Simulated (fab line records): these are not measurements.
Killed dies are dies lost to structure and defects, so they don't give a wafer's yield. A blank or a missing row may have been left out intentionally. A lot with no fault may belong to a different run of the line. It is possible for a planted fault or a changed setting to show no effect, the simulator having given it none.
What tool caused it? + flow gf180mcu + 15 lots, 45 wafers sampled, at 3 steps of a route of 602

WHAT EACH GAUGE READ, for each wafer
GF_VT_IMPLANT_RS_MEAS_48: a four-point-probe measurement.
| lot  | measured     | on            | LVPWELL_RS (ohm/sq)  |
|------|--------------|---------------|----------------------|
| L337 | day 7 14:49  | film-metro-02 | 1199.7 1195.3 1198.2 |
| L338 | day 7 20:20  | film-metro-04 | 1200.1 1201.0 1201.6 |
| L339 | day 8 03:34  | film-metro-02 | 1195.7 1196.0 1195.5 |
| L340 | day 8 10:56  | film-metro-01 | 1193.1 1194.5 1192.9 |
| L342 | day 8 20:47  | film-metro-02 | 1201.3 1199.6 1196.9 |
| L345 | day 9 16:43  | film-metro-02 | 1193.6 1197.6 1196.6 |
| L349 | day 10 19:40 | film-metro-04 | 1199.7 1198.9 1195.4 |
| L350 | day 11 01:35 | film-metro-04 | 1197.1 1194.3 1197.5 |
| L351 | day 11 12:05 | film-metro-02 | 1198.3 1202.1 1199.5 |
| L355 | day 13 08:11 | film-metro-02 | 1197.7 1201.5 1201.6 |
| L357 | day 13 11:29 | film-metro-04 | 1199.0 1202.1 1199.5 |
| L356 | day 13 12:14 | film-metro-01 | 1196.6 1195.4 1195.2 |
| L358 | day 13 15:26 | film-metro-02 | 1199.2 1199.2 1199.3 |
| L359 | day 14 04:25 | film-metro-02 | 1198.6 1196.9 1200.1 |
| L360 | day 14 04:51 | film-metro-01 | 1196.4 1199.8 1199.0 |

GF_PSD_TW_MEAS_11.
| lot  | measured     | on            | PSD_TW         |
|------|--------------|---------------|----------------|
| L337 | day 14 06:19 | film-metro-02 | 3283 3289 3285 |
| L338 | day 14 15:15 | film-metro-03 | 3134 3129 3142 |
| L339 | day 14 23:02 | film-metro-02 | 3275 3280 3301 |
| L340 | day 15 06:52 | film-metro-03 | 3165 3170 3162 |
| L342 | day 15 23:13 | film-metro-02 | 3258 3262 3283 |
| L345 | day 17 02:17 | film-metro-04 | 3203 3189 3201 |
| L355 | day 21 11:52 | film-metro-04 | 3186 3200 3186 |
| L357 | day 21 15:58 | film-metro-03 | 3163 3167 3161 |
| L356 | day 21 17:25 | film-metro-03 | 3166 3173 3155 |
| L358 | day 21 20:38 | film-metro-02 | 3235 3213 3245 |
| L359 | day 22 09:44 | film-metro-04 | 3195 3200 3208 |
| L360 | day 22 13:26 | film-metro-02 | 3221 3205 3222 |

EACH LOT AND THE TOOL THAT RAN IT (in order: tool; ch and the chambers of the sampled wafers; start)
| lot  | GF_HV_LDD_EXPOSE_04                 |
|------|-------------------------------------|
| L337 | iline-stepper-02 ch 0, day 9 15:47  |
| L338 | iline-stepper-02 ch 0, day 9 23:13  |
| L339 | iline-stepper-02 ch 0, day 10 06:37 |
| L340 | iline-stepper-02 ch 0, day 10 14:25 |
| L342 | iline-stepper-02 ch 0, day 11 02:10 |
| L345 | iline-stepper-02 ch 0, day 12 01:25 |
| L349 | iline-stepper-02, day 13 03:37      |
| L350 | iline-stepper-02, day 13 08:03      |
| L351 | iline-stepper-01, day 13 20:38      |
| L355 | iline-stepper-01 ch 0, day 15 20:31 |
| L357 | iline-stepper-01 ch 0, day 16 00:08 |
| L356 | iline-stepper-02 ch 0, day 16 02:28 |
| L358 | iline-stepper-02 ch 0, day 16 05:05 |
| L359 | iline-stepper-01 ch 0, day 16 17:44 |
| L360 | iline-stepper-01 ch 0, day 16 20:36 |
- GF_HV_LDD_EXPOSE_04: exposes mask Nplus LV AREA, target cd 400 nm.

WHAT THE TOOLS THEMSELVES READ (means of the sampled wafers that have a number; where no wafer has one, the mark that the record gives instead)
GF_HV_LDD_EXPOSE_04.
| lot  | tool             | exposure-dose-mJ-cm2 | focus-offset-nm (nm) |
|------|------------------|----------------------|----------------------|
| L337 | iline-stepper-02 | 140.11               | -0.2                 |
| L338 | iline-stepper-02 | 140.10               | -0.6                 |
| L339 | iline-stepper-02 | 139.80               | 0.3                  |
| L340 | iline-stepper-02 | 140.01               | -0.1                 |
| L342 | iline-stepper-02 | 140.02               | 0.2                  |
| L345 | iline-stepper-02 | 139.99               | 0.5                  |
| L349 | iline-stepper-02 | -                    | -                    |
| L350 | iline-stepper-02 | -                    | -                    |
| L351 | iline-stepper-01 | -                    | -                    |
| L355 | iline-stepper-01 | 139.83               | 0.3                  |
| L357 | iline-stepper-01 | 140.05               | 0.2                  |
| L356 | iline-stepper-02 | 140.13               | 0.5                  |
| L358 | iline-stepper-02 | 140.16               | 0.3                  |
| L359 | iline-stepper-01 | 139.95               | 0.6                  |
| L360 | iline-stepper-01 | 139.96               | 0.5                  |

THE ANSWER, worked out from the rows above alone
Rule: usual is defined by the lots themselves. The widest of any qualifying gaps counts: lots, ordered by their means at a reading, are off when they make up no more than a third of the lots, leave a main group of 4 or more, and stand apart from it by 3 or more times the standard deviation of that group's means. If all means in a main group match to the digits the tables above print for the reading, that group is not used. A lot without any number at a reading at which 4 lots or more have one is off too. All remaining lots with rows at the step are treated as sound. After the gauges, taken in route order, come the tools' own readings; for these a lot's mean is taken, as printed above. At the first step where some lot is off, the reading lying furthest off is the one used; lots without a number count as furthest.
Off: L349, L350, L351 (GF_HV_LDD_EXPOSE_04, exposure-dose-mJ-cm2). Without a number there: L349, L350, L351. Mean 140.01 and standard deviation 0.11 in the main group.
A tool fits if, at that step or a process step before it, it ran every lot that is off, and no sound lot after the first of them. None of those tried fits.

WHAT THE SIMULATOR PUT IN
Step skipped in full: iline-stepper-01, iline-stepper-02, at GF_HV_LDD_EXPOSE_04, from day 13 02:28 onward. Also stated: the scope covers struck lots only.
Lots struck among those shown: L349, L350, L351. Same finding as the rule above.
